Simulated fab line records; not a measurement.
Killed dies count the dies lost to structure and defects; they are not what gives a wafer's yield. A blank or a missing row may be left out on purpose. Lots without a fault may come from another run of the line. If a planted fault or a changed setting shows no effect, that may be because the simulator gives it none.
A single fault, viewed from 2 desks ; flow sky130 ; each desk holds nothing but its own numbers, with what lay behind them at the end

AT THE METROLOGY DESK
What the gauges read, lot by lot, whatever tool the lot ran on: means of the sampled wafers that have a number. The brackets show how far a lot's mean lies from the usual mean; more than 4 standard deviations puts the lot out of limits, marked OUT.
Columns: A = VT_ADJUST_LVTN_OVL at SKY_VT_ADJUST_LVTN_OVL_MEAS_07, usual 0.3 nm; B = VT_ADJUST_HVTR_TW at SKY_VT_ADJUST_HVTR_TW_MEAS_11, usual 210.5
lot;first seen here;A;B
L499;day 6 22:50;-0.5;208.7
L501;day 7 11:25;0.3;208.2
L502;day 8 09:28;-0.3;209.2
L503;day 8 13:38;-0.4;209.3
L504;day 8 15:33;-1.0;209.3
L506;day 9 01:44;-0.7;214.4
L509;day 9 23:28;1.2;209.5
L514;day 11 07:52;2.0;209.7
L518;day 12 05:41;2.2;214.8
L520;day 12 18:26;-1.5;124.5 (-43) OUT
L521;day 12 22:26;2.6;126.4 (-42) OUT
L522;day 13 05:28;0.5;213.8
This desk finds L520, L521 out of limits, with the earliest case on L520 at day 16 02:35 (VT_ADJUST_HVTR_TW at SKY_VT_ADJUST_HVTR_TW_MEAS_11). L499, L501, L502, L503, L504, L506, L509, L514, L518, L522 stayed within limits.

FOR THE TOOL OWNER'S DESK: implanter-01
The tool's own readings at SKY_VT_ADJUST_HVTR_IMPLANT_09, given as means over the sampled wafers that have a number, one for each lot that went through this tool. The brackets show how far a lot's mean lies from the usual mean; more than 4 standard deviations puts the lot out of limits, marked OUT.
Columns: A = dose_ions_cm2 at SKY_VT_ADJUST_HVTR_IMPLANT_09, usual 2.1003e+12; B = faraday_current_uA at SKY_VT_ADJUST_HVTR_IMPLANT_09, usual 11.87
lot;first seen here;A;B
L502;day 11 05:46;2.0983e+12;11.91
L506;day 11 23:13;2.0982e+12;11.90
L518;day 15 12:22;2.1003e+12;12.00
L520;day 16 02:20;3.1977e+11 (-99 or more) OUT;1.75 (-46) OUT
L521;day 16 06:45;3.1750e+11 (-99 or more) OUT;1.81 (-46) OUT
Finding of this desk: L520, L521 out of limits; the first was L520 at day 16 02:20, on dose_ions_cm2 at SKY_VT_ADJUST_HVTR_IMPLANT_09. L502, L506, L518 stayed within limits.

ALL TOGETHER
The tool owner's desk had the chance to raise an alarm at day 16 02:20 on L520, L521.
Metrology desk: alarm possible at day 16 02:35 on L520, L521.
The lots listed all ran SKY_VT_ADJUST_HVTR_IMPLANT_09 on implanter-01.

WHAT WAS PUT IN BY THE SIMULATOR
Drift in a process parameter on implanter-01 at SKY_VT_ADJUST_HVTR_IMPLANT_09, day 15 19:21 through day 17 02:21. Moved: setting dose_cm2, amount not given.
Lots struck among those shown: L520, L521.
Time in hours from fault onset to the first out-of-limits reading at each desk: tool owner's desk 7, metrology desk 7.
